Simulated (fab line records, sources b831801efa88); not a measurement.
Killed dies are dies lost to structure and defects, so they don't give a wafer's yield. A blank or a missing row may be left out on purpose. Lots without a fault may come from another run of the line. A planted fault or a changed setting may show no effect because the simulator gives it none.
fab line records | flow sky130
record lots=6 wafers=18 last_day=50
route steps=708 shown SONOS_TUNNEL@158 SONOS_ONO@168 PAD_OPEN@708
lots that met no fault: from a run of the same line without faults
start_h: hours from the record's first day to the start of the lot's first wafer shown | wait_h: hours since the lot's step before | " the same as in the row above | L1.1+2: a row that stands for several wafers | - no value, or no start given | * or withheld: withheld | < > ~ a bound
route shown NAME@n: a module of which the file shows steps, and the number in the route of the first | usual: mean/standard deviation of fault-free wafers | same: alike in all rows | chamber/n: place in a boat | sites: the reading at each site | _std_site: their standard deviation | _edge_site: outer sites' mean less inner sites' | radius_mm: how far each site lies from the wafer's centre | mask NAME#n: copy n | behind: the tool/chamber that last shaped the wafer | hold: why the lot was held/for how many hours/how that ended | device: the transistor (n, p or np) that didn't switch | end of line: the same wafers' tests at the end of the route | a step without rows: its recipe alone | killed: dies lost to structure and defects at the first sort, not the wafer's yield | map: a wafer's dies, x killed, . not, _ none there
set.NAME: the setting as run; set.NAME@STEP: as run at that earlier step | model.NAME: the simulator's own value behind a step, which no gauge read
lots at some steps of the route; a table a step, a row a wafer
services: from which hour (start_h, from the record's first day; less than 0 if before it) a tool's chamber was out of use, for how many hours, and why
## steps
# step SKY_SONOS_TUNNEL_EXPOSE_04
# recipe mask_id=TUNM na=0.6 source_shape=conventional sigma_outer=0.6 polarization=unpolarized target_cd_nm=410 dose_mj=136
# step SKY_SONOS_TUNNEL_PEB_05
# recipe temp_c=withheld time_s=* resist=NOVOLAK
# step SKY_SONOS_TUNNEL_DEVELOP_06
# recipe resist=NOVOLAK developer=TMAH develop_time_s=60 dev_temp_c=23
# step SKY_SONOS_TUNNEL_CD_MEAS_07
# recipe target_cd_nm=410
# usual cd_nm=409.9/2.2
# columns lot.wafer tool chamber start_h wait_h cd_nm
L510.1 cd_sem-01 - 298.71 0.1 407.4
L510.4 " - " " 407.3
L510.5 " - " " 407.7
L513.2 cd_sem-01 - 319.83 0.1 410.5
L513.3 " - " " 411.7
L513.4 " - " " 411.2
L515.2 cd_sem-01 - 335.48 0.1 409.8
L515.3 " - " " 412.3
L515.5 " - " " 410.1
L520.3 cd_sem-02 - 369.40 0.1 409.6
L520.4 " - " " 409.2
L520.5 " - " " 409.1
L525.1 cd_sem-01 - 415.46 0.1 411.1
L525.2 " - " " 410.5
L525.4 " - " " 411.7
L526.2 cd_sem-01 - 430.25 0.1 410.8
L526.4 " - " " 411.9
L526.6 " - " " 411.4
# step SKY_SONOS_TUNNEL_OVL_MEAS_08
# usual SONOS_TUNNEL_OVL=-1.1/1.2
# columns lot.wafer tool chamber start_h wait_h SONOS_TUNNEL_OVL[nm]
L510.1 overlay-02 - 298.83 0.1 -0.9
L510.4 " - " " 0.0
L510.5 " - " " -1.1
L513.2 overlay-02 - 319.93 0.1 -2.3
L513.3 " - " " 0.2
L513.4 " - " " -1.8
L515.2 overlay-02 - 335.58 0.1 -0.5
L515.3 " - " " -0.9
L515.5 " - " " 0.2
L520.3 overlay-01 - 369.49 0.1 0.4
L520.4 " - " " -0.3
L520.5 " - " " -1.4
L525.1 overlay-02 - 415.58 0.1 -0.1
L525.2 " - " " 0.1
L525.4 " - " " -1.1
L526.2 overlay-01 - 430.36 0.1 -3.0
L526.4 " - " " -0.2
L526.6 " - " " -0.4
# step SKY_SONOS_TUNNEL_IMPLANT_09
# recipe species=B energy_kev=20 dose_cm2=1e+12 tilt_deg=withheld
# step SKY_SONOS_TUNNEL_WET_ETCH_10
# recipe chemistry=dHF target_depth_nm=14 target=SiO2 dilution=100:1 temp_c=25 time_s=280
# step SKY_SONOS_TUNNEL_STRIP_11
# recipe chemistry=SPM time_s=600 temp_c=130
# step SKY_SONOS_TUNNEL_TW_MEAS_12
# usual SONOS_TUNNEL_TW=198.4/0.96
# columns lot.wafer tool chamber start_h wait_h SONOS_TUNNEL_TW
L510.1 film_metro-03 - 299.27 0.0 199.6
L510.4 " - " " 198.7
L510.5 " - " " 199.3
L513.2 film_metro-01 - 320.39 0.0 196.9
L513.3 " - " " 196.8
L513.4 " - " " 197.0
L515.2 film_metro-02 - 336.07 0.0 198.4
L515.3 " - " " 199.1
L515.5 " - " " 198.8
L520.3 film_metro-02 - 369.96 0.0 197.0
L520.4 " - " " 198.3
L520.5 " - " " 197.9
L525.1 film_metro-02 - 416.02 0.0 198.4
L525.2 " - " " 198.9
L525.4 " - " " 199.1
L526.2 film_metro-01 - 430.82 0.0 196.5
L526.4 " - " " 196.8
L526.6 " - " " 196.7
# step SKY_SONOS_TUNNEL_CLEAN_13
# recipe chemistry=dHF time_s=20 dilution=100:1 dry=ipa_marangoni
# step SKY_SONOS_ONO_OXIDATION_00
# recipe temp_c=800 ambient=O2 idle_temp_c=700 ramp_up_c_per_min=10 ramp_down_c_per_min=3 stabilise_s=600 purge_s=300 target_thk_a=26 ox_time_s=1249
# step SKY_SONOS_ONO_THK_MEAS_01
# recipe reads=SiO2_of_SONOS_ONO_OXIDATION_00
# usual SONOS_ONO_OXIDATION_THK=2.60/0.05
# columns lot.wafer tool chamber start_h wait_h SONOS_ONO_OXIDATION_THK[nm]
L510.1 film_metro-01 - 307.81 0.0 2.60
L510.4 " - " " 2.63
L510.5 " - " " 2.60
L513.2 film_metro-04 - 322.86 0.0 2.55
L513.3 " - " " 2.66
L513.4 " - " " 2.61
L515.2 film_metro-01 - 349.63 0.0 2.62
L515.3 " - " " 2.63
L515.5 " - " " 2.60
L520.3 film_metro-01 - 371.38 0.0 2.64
L520.4 " - " " 2.61
L520.5 " - " " 2.58
L525.1 film_metro-01 - 419.50 0.0 2.59
L525.2 " - " " 2.55
L525.4 " - " " 2.58
L526.2 film_metro-03 - 433.28 0.0 2.47
L526.4 " - " " 2.58
L526.6 " - " " 2.60
# step SKY_SONOS_ONO_CVD_02
# recipe material=Si3N4 precursor=DCS/NH3 target_thk_nm=10.5 temp_c=770 time_s=180 pressure_mtorr=250
# columns lot.wafer tool chamber start_h wait_h model.Si3N4_of_SONOS_ONO_CVD_02.thk_nm
L510.1 lpcvd-02 0 307.87 0.1 10.75
L510.4 " 0 " " 10.68
L510.5 " 0 " " 10.7
L513.2 lpcvd-02 0 322.91 0.0 10.41
L513.3 " 0 " " 10.44
L513.4 " 0 " " 10.37
L515.2 lpcvd-02 0 349.68 0.0 10.54
L515.3 " 0 " " 10.61
L515.5 " 0 " " 10.56
L520.3 lpcvd-02 0 371.42 0.0 10.51
L520.4 " 0 " " 10.6
L520.5 " 0 " " 10.53
L525.1 lpcvd-02 1 421.31 1.8 9.791
L525.2 " 1 " " 9.844
L525.4 " 1 " " 9.9
L526.2 lpcvd-02 1 446.27 13.0 9.803
L526.4 " 1 " " 9.985
L526.6 " 1 " " 9.855
# step SKY_SONOS_ONO_THK_MEAS_03
# recipe reads=Si3N4_of_SONOS_ONO_CVD_02
# usual SONOS_ONO_CVD_02_THK=10.54/0.12
# columns lot.wafer tool chamber start_h wait_h SONOS_ONO_CVD_02_THK[nm]
L510.1 film_metro-01 - 308.92 0.0 10.73
L510.4 " - " " 10.73
L510.5 " - " " 10.70
L513.2 film_metro-03 - 323.97 0.0 10.44
L513.3 " - " " 10.45
L513.4 " - " " 10.38
L515.2 film_metro-01 - 350.74 0.0 10.56
L515.3 " - " " 10.59
L515.5 " - " " 10.51
L520.3 film_metro-03 - 372.49 0.0 10.53
L520.4 " - " " 10.56
L520.5 " - " " 10.55
L525.1 film_metro-03 - 422.36 0.0 9.85
L525.2 " - " " 9.82
L525.4 " - " " 9.92
L526.2 film_metro-04 - 447.33 0.0 9.81
L526.4 " - " " 9.95
L526.6 " - " " 9.84
# step SKY_SONOS_ONO_CVD_04
# recipe material=SiO2 precursor=SiH4/N2O target_thk_nm=5.7199 temp_c=900 pressure_mtorr=400
# step SKY_PAD_OPEN_PROBE_99
# usual killed_at_M0_to_M3=42/6.4 killed_at_M4_up=3.2/1.9 killed_at_contacts=24/4.8 killed_at_front_end=16/4.4 killed_at_other=0.3/0.55 killed_dies=86/8.6 killed_open=46/6.6 killed_short=39/5.7
# same gross_dies=492 killed_at_back_side=0
# columns lot.wafer tool chamber start_h wait_h killed_at_M0_to_M3 killed_at_M4_up killed_at_contacts killed_at_front_end killed_at_other killed_dies killed_open killed_short model.etest.cap_ono.gate_log10_a_cm2 model.etest.cap_ono.tox_acc_nm model.etest.sonos_programmed.vt_v model.etest.sonos_erased.vt_v model.etest.sonos_baked.vt_v model.etest.sonos_baked.vt_less_v
L510.1 prober-02 - 1120.26 0.1 44 3 20 19 1 87 43 44 -7.917 12.89 1.482 -2.262 0.9646 -0.5169
L510.4 prober-02 - 1120.41 0.2 45 2 21 14 1 83 43 39 -7.867 12.89 1.501 -2.271 0.9479 -0.5529
L510.5 prober-02 - 1120.46 0.2 44 3 23 13 2 85 41 43 -8.046 12.92 1.454 -2.217 0.9507 -0.5038
L513.2 prober-01 - 1132.49 0.1 47 3 31 14 0 95 51 44 -7.992 12.94 1.434 -2.317 0.9163 -0.5181
L513.3 prober-01 - 1132.54 0.2 36 4 22 20 1 83 44 39 -8.063 12.97 1.4 -2.234 0.9788 -0.421
L513.4 prober-01 - 1132.59 0.2 35 7 24 16 1 83 32 51 -8.031 12.98 1.438 -2.258 0.9628 -0.4747
L515.2 prober-02 - 1150.53 0.1 33 2 29 19 1 84 46 38 -7.935 12.92 1.425 -2.243 0.9101 -0.5151
L515.3 prober-02 - 1150.58 0.2 39 2 25 15 0 81 46 35 -7.951 12.89 1.452 -2.307 0.9697 -0.4827
L515.5 prober-02 - 1150.68 0.2 42 1 27 25 0 95 54 41 -8.096 13.03 1.401 -2.258 0.8595 -0.5411
L520.3 prober-02 - 1163.18 0.2 46 0 32 13 1 92 46 46 -8.039 12.96 1.488 -2.235 0.9487 -0.5398
L520.4 prober-02 - 1163.23 0.2 28 6 34 11 1 80 46 34 -8.053 12.95 1.443 -2.241 0.9586 -0.4847
L520.5 prober-02 - 1163.28 0.2 39 4 30 7 1 81 43 38 -7.879 12.89 1.422 -2.254 0.9872 -0.435
L525.1 prober-02 - 1191.57 0.1 40 2 21 20 0 83 52 31 -7.254 12.43 1.696 -2.456 1.09 -0.6061
L525.2 prober-02 - 1191.62 0.1 45 3 13 12 0 73 37 36 -7.303 12.46 1.721 -2.434 1.083 -0.6376
L525.4 prober-02 - 1191.72 0.2 41 1 25 16 1 84 46 38 -7.431 12.52 1.668 -2.428 1.042 -0.6269
L526.2 prober-02 - 1200.22 0.1 35 4 21 12 0 72 36 35 -7.655 12.66 1.582 -2.407 1.012 -0.5707
L526.4 prober-02 - 1200.32 0.2 55 3 24 13 0 95 52 43 -7.8 12.82 1.526 -2.372 0.9715 -0.5547
L526.6 prober-02 - 1200.42 0.2 43 1 23 12 1 80 49 31 -7.652 12.71 1.55 -2.364 0.9995 -0.5505
# killed by level:class
L510.1 FIELD_ISO:geometric_particle:open=10 CONTACT:geometric_particle:open=9 METAL1:geometric_particle:short=8 METAL2:geometric_particle:short=7 VIA1:geometric_particle:short=6 LI_CONTACT:geometric_particle:short=5 VIA1:geometric_particle:open=5 VIA3:geometric_particle:open=5
L510.4 VIA1:geometric_particle:open=12 CONTACT:geometric_particle:open=8 METAL1:geometric_particle:short=7 VIA2:geometric_particle:open=6 CONTACT:geometric_particle:short=4 VIA1:geometric_particle:short=4 VIA3:geometric_particle:open=4 FIELD_ISO:geometric_particle:short=3
L510.5 FIELD_ISO:geometric_particle:open=9 VIA1:geometric_particle:open=9 CONTACT:geometric_particle:open=7 VIA3:geometric_particle:short=7 CONTACT:geometric_particle:short=6 METAL2:geometric_particle:short=6 VIA3:geometric_particle:open=6 METAL1:geometric_particle:short=5
L513.2 CONTACT:geometric_particle:open=14 LI_CONTACT:geometric_particle:open=9 VIA1:geometric_particle:open=8 VIA2:geometric_particle:open=7 METAL2:geometric_particle:short=6 VIA2:geometric_particle:short=5 VIA3:geometric_particle:open=5 FIELD_ISO:geometric_particle:short=4
L513.3 FIELD_ISO:geometric_particle:short=8 VIA3:geometric_particle:open=7 LI_CONTACT:geometric_particle:open=6 CONTACT:geometric_particle:open=6 VIA1:geometric_particle:open=6 VIA1:geometric_particle:short=5 LOCAL_INTERCONNECT:geometric_particle:short=5 POLY_GATE:geometric_particle:open=4
L513.4 LOCAL_INTERCONNECT:geometric_particle:short=7 CONTACT:geometric_particle:open=7 FIELD_ISO:geometric_particle:short=6 VIA1:geometric_particle:short=6 METAL2:geometric_particle:short=6 METAL4:geometric_particle:short=6 LI_CONTACT:geometric_particle:open=5 CONTACT:geometric_particle:short=4
L515.2 CONTACT:geometric_particle:open=13 VIA2:geometric_particle:open=12 FIELD_ISO:geometric_particle:short=7 LI_CONTACT:geometric_particle:open=6 LOCAL_INTERCONNECT:geometric_particle:short=5 VIA1:geometric_particle:short=5 POLY_GATE:geometric_particle:short=4 METAL2:geometric_particle:short=4
L515.3 CONTACT:geometric_particle:open=9 CONTACT:geometric_particle:short=8 VIA1:geometric_particle:open=8 VIA2:geometric_particle:open=6 VIA3:geometric_particle:open=6 FIELD_ISO:geometric_particle:open=4 POLY_GATE:geometric_particle:open=4 POLY_GATE:geometric_particle:short=4
L515.5 VIA1:geometric_particle:open=16 CONTACT:geometric_particle:open=8 FIELD_ISO:geometric_particle:open=7 CONTACT:geometric_particle:short=7 VIA2:geometric_particle:open=7 POLY_GATE:geometric_particle:short=6 LI_CONTACT:geometric_particle:open=6 FIELD_ISO:geometric_particle:short=5
L520.3 LI_CONTACT:geometric_particle:open=10 CONTACT:geometric_particle:open=10 VIA1:geometric_particle:open=9 VIA1:geometric_particle:short=8 VIA3:geometric_particle:open=7 METAL1:geometric_particle:short=6 LOCAL_INTERCONNECT:geometric_particle:short=5 CONTACT:geometric_particle:short=5
L520.4 CONTACT:geometric_particle:open=16 LI_CONTACT:geometric_particle:open=10 VIA1:geometric_particle:open=7 METAL1:geometric_particle:short=5 METAL4:geometric_particle:short=5 LI_CONTACT:geometric_particle:short=4 FIELD_ISO:geometric_particle:short=3 POLY_GATE:geometric_particle:open=3
L520.5 LI_CONTACT:geometric_particle:open=9 CONTACT:geometric_particle:open=8 VIA1:geometric_particle:open=8 VIA3:geometric_particle:open=7 LOCAL_INTERCONNECT:geometric_particle:short=7 CONTACT:geometric_particle:short=5 FIELD_ISO:geometric_particle:short=4 VIA2:geometric_particle:short=4
L525.1 CONTACT:geometric_particle:open=12 VIA3:geometric_particle:open=11 FIELD_ISO:geometric_particle:open=8 VIA1:geometric_particle:open=5 VIA2:geometric_particle:open=5 LI_CONTACT:geometric_particle:open=4 FIELD_ISO:geometric_particle:short=4 VIA1:geometric_particle:short=4
L525.2 VIA1:geometric_particle:open=7 VIA3:geometric_particle:open=7 VIA1:geometric_particle:short=6 VIA2:geometric_particle:open=6 VIA2:geometric_particle:short=5 LI_CONTACT:geometric_particle:open=4 VIA3:geometric_particle:short=4 POLY_GATE:geometric_particle:open=3
L525.4 CONTACT:geometric_particle:open=10 LI_CONTACT:geometric_particle:open=8 VIA3:geometric_particle:open=8 VIA1:geometric_particle:short=7 FIELD_ISO:geometric_particle:short=5 METAL1:geometric_particle:short=5 VIA1:geometric_particle:open=5 METAL2:geometric_particle:short=4
L526.2 VIA1:geometric_particle:open=11 CONTACT:geometric_particle:open=10 POLY_GATE:geometric_particle:short=4 LI_CONTACT:geometric_particle:open=4 CONTACT:geometric_particle:short=4 METAL1:geometric_particle:short=4 VIA2:geometric_particle:open=4 METAL3:geometric_particle:short=4
L526.4 VIA1:geometric_particle:open=13 CONTACT:geometric_particle:open=9 VIA3:geometric_particle:open=8 METAL1:geometric_particle:short=7 CONTACT:geometric_particle:short=6 VIA2:geometric_particle:open=6 VIA3:geometric_particle:short=5 VIA1:geometric_particle:short=5
L526.6 VIA1:geometric_particle:open=12 CONTACT:geometric_particle:open=10 FIELD_ISO:geometric_particle:open=6 METAL1:geometric_particle:short=6 VIA2:geometric_particle:open=6 LOCAL_INTERCONNECT:geometric_particle:short=5 VIA2:geometric_particle:short=5 VIA1:geometric_particle:short=4
## services
# columns tool chamber start_h hours kind
lpcvd-02 - 427.83 14.1 repair
## key
first_sign step=SKY_SONOS_ONO_THK_MEAS_03 reading=SONOS_ONO_CVD_02_THK direction=down sigmas=5.7 usual=10.54 struck=9.86
effect none on later readings
model_effect step=SKY_SONOS_ONO_CVD_02 value=Si3N4_of_SONOS_ONO_CVD_02.thk_nm without=10.62 struck=9.863
model_effect step=SKY_PAD_OPEN_PROBE_99 value=etest.cap_ono.gate_log10_a_cm2 without=-8.017 struck=-7.516
met_at SKY_SONOS_ONO_CVD_02
struck_wafers L525.1,L525.2,L525.4,L526.2,L526.4,L526.6
tester_left_out L525,L526
onset_between 371.42 421.31
also_fits time
fault kind=process_parameter_drift tool=lpcvd-02 chamber=- onset_h=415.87 steps=SKY_SONOS_ONO_CVD_02 channel=time_s offset=* shape=step end_h=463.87 acts_in=* stated=*
# tester_left_out: of these lots the tester's yield and bins aren't shown, on N5 and GAA mostly nor the transistor test; their killed dies are dies lost to structure and defects alone, not to doping, threshold or leakage, so they don't give the yield
